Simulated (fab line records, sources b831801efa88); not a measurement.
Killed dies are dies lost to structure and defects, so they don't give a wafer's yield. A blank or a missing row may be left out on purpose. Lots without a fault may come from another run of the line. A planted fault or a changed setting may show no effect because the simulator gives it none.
A struck lot beside a sound one | flow sfq_line | 32 steps out of a route of 325
Sound: wafers L103.2, L103.3, L103.4. Struck: wafers L113.1, L113.3, L113.4. The cause comes at the end.
At each step with rows: each side's tool, then ch and its chambers, then its first start. Under that, the readings that differ: sound wafers | struck wafers | difference of the means | sigmas: that difference in standard deviations of wafers without a fault.
alike: readings whose means differ by less than 2 such deviations, and words and numbers that are the same on both sides. not compared: withheld readings, readings that some wafer has no value for, bounds like >300 that may hide the same value, and numbers for which the record gives no deviation and whose values overlap.
The two part at a step that has a row with sigmas, a row that says differs or no value, or rows on one side only. Numbers that don't overlap but have no deviation are shown without sigmas and don't part them. A reading that every wafer of one side lacks parts them only if that side has two wafers or more.

SFQ_INCOMING_BOW_MEAS_900:
  sound on film_metro-04, day 1 10:01; struck on film_metro-03, day 3 12:00
  alike: INCOMING_BOW
then, 1 step without rows for these wafers: SFQ_TRILAYER_INCOMING_OXIDATION_002 (target thk 500 nm, ox time 4939 s).
SFQ_TRILAYER_L0_DEP_SPUTTER_003: material MoNx KI, target thk 40 nm, time 100 s.
  sound on pvd_sputter-04, day 1 12:29; struck on pvd_sputter-04, day 3 14:29
  reading                                                  | sound                | struck               | difference | sigmas
  cathode_dc_power_W (W)                                   | 799.96 799.74 800.10 | 1043.2 1043.2 1043.0 | +243.2     | +99 or more
  model.MoNx_KI_of_TRILAYER_L0_DEP_SPUTTER_003.thk_nm (nm) | 40.35 40.24 40.44    | 51.71 51.39 52.23    | +11.43     |
  alike: throttle_valve_pct
SFQ_L0_RS_MEAS_901: measures by four-point-probe.
  sound on film_metro-01, day 1 12:35; struck on film_metro-03, day 3 14:34
  reading                | sound          | struck         | difference | sigmas
  L0_MONX_KI_RS (ohm/sq) | 43.2 43.2 43.1 | 33.6 33.8 33.3 | -9.6       | -25
SFQ_L0_THK_MEAS_902: measures by xrf.
  sound on film_metro-01, day 1 12:41; struck on film_metro-03, day 3 14:41
  reading             | sound          | struck         | difference | sigmas
  L0_MONX_KI_THK (nm) | 39.9 39.8 39.9 | 51.2 50.9 51.4 | +11.3      | +30
then, 6 steps without rows for these wafers: SFQ_TRILAYER_L0_LITHO_COAT_010 (resist thk 62 nm); SFQ_TRILAYER_L0_LITHO_COAT_005 (resist thk 600 nm); SFQ_TRILAYER_L0_LITHO_SOFTBAKE_009; SFQ_TRILAYER_L0_LITHO_EXPOSE_006 (exposes mask L0, target cd 2000 nm); SFQ_TRILAYER_L0_LITHO_PEB_008 (peb time 60 s); SFQ_TRILAYER_L0_LITHO_DEVELOP_007 (time 60 s).
-- the record jumps here: 3 days lie between the struck wafers' starts before and after --
SFQ_TRILAYER_L0_BARC_OPEN_METAL_ETCH_010: etches BARC in O2, target depth 125 nm, time 41.7 s.
  sound on rie_metal-04 ch 0,1, day 4 14:02; struck on rie_metal-02 ch 0,1, day 6 22:47
  alike: drypump_motor_current_A, oes_product_au
  not compared: rf_hours_counter_h
SFQ_TRILAYER_L0_ETCH_METAL_ETCH_008: etches MoNx KI in SF6/O2, stops on SiO2, target depth 50 nm, time 25 s.
  sound on rie_metal-04 ch 0,1, day 4 14:05; struck on rie_metal-02 ch 0,1, day 6 22:50
  reading               | sound             | struck            | difference | sigmas
  oes_product_au (a.u.) | 0.886 0.885 0.888 | 1.000 0.987 1.005 | +0.111     | +18
  alike: drypump_motor_current_A
  not compared: rf_hours_counter_h
SFQ_TRILAYER_L0_STRIP_STRIP_009: strips in O2.
  sound on rie_metal-04 ch 0,1, day 4 14:08; struck on rie_metal-02 ch 0,1, day 6 22:53
  alike: drypump_motor_current_A, oes_product_au
  not compared: rf_hours_counter_h
then, 1 step without rows for these wafers: SFQ_TRILAYER_L0_STRIP_SOLV_CLEAN_010 (cleans in NMP, time 600 s).
SFQ_TRILAYER_L0_CAP_PECVD_011: deposits SiO2 from SiH4/N2O, time 13.333 s, target thk 60 nm.
  sound on pecvd-04 ch 0,1, day 4 14:55; struck on pecvd-03 ch 0,1,2, day 6 23:40
  alike: heater_power_w, susceptor_temp_C, throttle_valve_pct
then, 6 steps without rows for these wafers: SFQ_TRILAYER_L0_VIA_LITHO_COAT_018 (resist thk 62 nm); SFQ_TRILAYER_L0_VIA_LITHO_COAT_013 (resist thk 650 nm); SFQ_TRILAYER_L0_VIA_LITHO_SOFTBAKE_017; SFQ_TRILAYER_L0_VIA_LITHO_EXPOSE_014 (exposes mask L0V, target cd 700 nm); SFQ_TRILAYER_L0_VIA_LITHO_PEB_016 (peb time 60 s); SFQ_TRILAYER_L0_VIA_LITHO_DEVELOP_015 (time 60 s).
-- the record jumps here: 4 days lie between the struck wafers' starts before and after --
SFQ_L0V_OVL_MEAS_903:
  sound on overlay-01, day 8 01:26; struck on overlay-01, day 10 22:16
  alike: L0V_OVL
then, 1 step without rows for these wafers: SFQ_TRILAYER_L0_VIA_BARC_OPEN_VIA_ETCH_021 (etches BARC in O2, target depth 125 nm, time 41.7 s).
SFQ_TRILAYER_L0_VIA_ETCH_VIA_ETCH_016: etches SiO2 in CHF3, stops on MoNx KI, target depth 80 nm.
  sound on rie_diel-02 ch 0,2,3, day 8 01:30; struck on rie_diel-03 ch 1,2,3, day 10 22:20
  alike: drypump_motor_current_A, oes_product_au
then, 3 steps without rows for these wafers: SFQ_TRILAYER_L0_VIA_STRIP_STRIP_017 (strips in O2); SFQ_TRILAYER_L0_VIA_STRIP_SOLV_CLEAN_018 (cleans in NMP, time 600 s); SFQ_TRILAYER_M0_DEP_PRE_CLEAN_020 (time 15 s).
SFQ_TRILAYER_M0_DEP_SPUTTER_019: material Nb, target thk 200 nm, time 133.3 s.
  sound on pvd_sputter-03, day 8 02:21; struck on pvd_sputter-06, day 10 23:11
  alike: cathode_dc_power_W, throttle_valve_pct
SFQ_M0_RS_MEAS_904: measures by four-point-probe.
  sound on film_metro-01, day 8 02:28; struck on film_metro-02, day 10 23:16
  alike: M0_NB_RS
then, 1 step without rows for these wafers: SFQ_TRILAYER_M0_LITHO_COAT_026 (resist thk 62 nm).
-- the record jumps here: 79 days lie between the struck wafers' starts before and after --
SFQ_M8_BOW_MEAS_951:
  sound on film_metro-04, day 86 05:23; struck on film_metro-03, day 89 19:01
  reading               | sound             | struck            | difference | sigmas
  model.etest.l0.ohm_sq | 43.11 43.23 43.02 | 33.64 33.85 33.31 | -9.52      |
  alike: M8_BOW
  not compared: model.etest.l0.comb_log10_ohm

WHERE THEY PART
First at SFQ_TRILAYER_L0_DEP_SPUTTER_003; last, within this record, at SFQ_TRILAYER_L0_ETCH_METAL_ETCH_008. Later steps at which nothing parts them and some readings are alike: SFQ_TRILAYER_L0_STRIP_STRIP_009, SFQ_TRILAYER_L0_CAP_PECVD_011, SFQ_L0V_OVL_MEAS_903, SFQ_TRILAYER_L0_VIA_ETCH_VIA_ETCH_016, SFQ_TRILAYER_M0_DEP_SPUTTER_019, SFQ_M0_RS_MEAS_904, SFQ_M8_BOW_MEAS_951.

WHY: what the simulator had put in
Process parameter drift: pvd_sputter-04, from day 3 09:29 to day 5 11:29, at SFQ_TRILAYER_L0_DEP_SPUTTER_003. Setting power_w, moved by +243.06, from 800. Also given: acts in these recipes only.
